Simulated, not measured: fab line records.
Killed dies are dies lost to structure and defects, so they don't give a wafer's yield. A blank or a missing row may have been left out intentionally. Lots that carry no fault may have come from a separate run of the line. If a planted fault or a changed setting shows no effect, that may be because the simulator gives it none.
Which of the tools did it? ; flow sky130 ; Sampling: 6 lots, 18 wafers, 2 of 708 route steps

WHAT THE GAUGES SHOWED, per wafer
SKY_VIA1_CD_MEAS_12 targets a cd of 150 nm.
lot;measured;on;cd-nm (nm)
L300;day 36 10:26;cd-sem-01;149.9 149.7 149.9
L306;day 37 09:53;cd-sem-01;152.9 152.0 153.8
L310;day 38 14:18;cd-sem-01;150.7 150.3 149.7
L314;day 40 02:25;cd-sem-02;151.7 150.9 151.5
L316;day 40 17:53;cd-sem-02;149.4 150.7 150.0
L319;day 41 05:35;cd-sem-02;150.8 150.7 150.4

EACH LOT AND THE TOOL THAT RAN IT (in order: tool; ch and the chambers of the sampled wafers; start)
lot;SKY_VIA1_EXPOSE_09
L300;krf-scanner-02 ch 0, day 35 21:25
L306;krf-scanner-01 ch 0, day 36 20:50
L310;krf-scanner-01 ch 0, day 38 02:11
L314;krf-scanner-01 ch 0, day 39 15:09
L316;krf-scanner-01 ch 0, day 40 05:19
L319;krf-scanner-01 ch 0, day 40 18:23
- SKY_VIA1_EXPOSE_09: exposes mask VIM, target cd 150 nm.

THE ANSWER, worked out from the rows above alone
Rule: usual is defined by the lots themselves. The widest of any qualifying gaps counts: lots, ordered by their means at a reading, are off when they make up no more than a third of the lots, leave a main group of 4 or more, and stand apart from it by 3 or more times the standard deviation of that group's means. The tables above print the reading to a certain number of digits; a main group whose means all agree to those digits is not used. Also off: a lot with no number at a reading for which 4 or more lots have one. Where the step has rows for the other lots, those lots are counted as sound.
No lot is off on any of the readings shown, so nothing can be concluded from this.

WHAT THE SIMULATOR HAD INSERTED
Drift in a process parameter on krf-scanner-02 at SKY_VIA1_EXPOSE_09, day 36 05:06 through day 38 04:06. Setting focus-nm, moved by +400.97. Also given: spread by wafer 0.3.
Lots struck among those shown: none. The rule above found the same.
